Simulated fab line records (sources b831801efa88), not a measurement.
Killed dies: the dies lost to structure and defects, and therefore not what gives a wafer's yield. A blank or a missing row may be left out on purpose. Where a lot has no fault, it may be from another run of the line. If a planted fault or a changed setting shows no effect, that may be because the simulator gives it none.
8D (eight disciplines) problem report, filled in by code	flow gf180mcu	the parts of the form that need people (team, actions taken, sign-off) are left out

1. WHAT WENT WRONG
At GF_POLY_GATE_SOFTBAKE_06, run length s averages 109.96 s over 3 wafers from 3 lots, while fault-free wafers read 89.13 s, standard deviation 0.25. That puts it +83 standard deviations away from the usual mean.
The step: time 60 s.
First seen on wafer L524.3, day 12 01:00, on litho track-02. Wafers with a number at this step in the record: 40, from 14 lots. By rule, "out" or "out of limits" means more than 4 standard deviations away from the usual mean. The rest of the wafers with a number are treated as sound.

2. WHAT IT IS AND WHAT IT IS NOT
question	is	is not
which readings at this step	run length s	-
which lots	L524, L526, L528	L511, L512, L514, L515, L517, L518, L520, L522, L523, L527, L533
which wafers of those lots	L524.3, L526.1, L528.1	L524.6, L526.4, L526.5, L528.2
read on which tools	litho track-02	litho track-03, litho track-04
when	from day 12 01:00	up to then (28 sound wafers); but 9 sound wafers of L526, L527, L528, L533 came after

3. THE SUSPECTS, EACH WITH WHAT RULES IT OUT
Counting: if a tool at a process step up to the reading ran every lot that is out, it stays a suspect. Sound lots after the first of them don't rule it out here, since some wafers of a struck lot are sound.
- litho track-02 at GF_POLY_GATE_SOFTBAKE_06 (time 60 s): kept. It ran every lot that is out, first L524 (day 12 01:00); its last sound lot up to then is L522 (day 11 13:00). On those wafers its own readings are out: run length s.
Remaining after the count: litho track-02 at GF_POLY_GATE_SOFTBAKE_06.

4. THE CAUSE (what the simulator had put in)
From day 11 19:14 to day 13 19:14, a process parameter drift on litho track-02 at GF_POLY_GATE_SOFTBAKE_06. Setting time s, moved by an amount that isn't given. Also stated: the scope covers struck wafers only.
The count eliminated every tool but this one.

5. THE CHAIN OF EFFECTS, in route order
Each row: a reading where the mean over the struck wafers with a number is more than 3 standard deviations away from the usual. Only readings for which the record gives a usual standard deviation are gone through. hours: the time from each lot's start at the first step in this table that gives one to its start at this step, as a median over the lots. sigmas: the change in usual standard deviations.
hours	step	reading	usual	on struck wafers	change	sigmas
0	GF_POLY_GATE_SOFTBAKE_06	run length s	89.13 s	109.96	+20.83	+83
It contains these process steps:
- GF_POLY_GATE_SOFTBAKE_06: time 60 s.

6. HOW IT WOULD HAVE BEEN CAUGHT EARLIER
6 hours passed between the start of the fault at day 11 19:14 and the first reading out of limits in this record, taken at day 12 01:00.
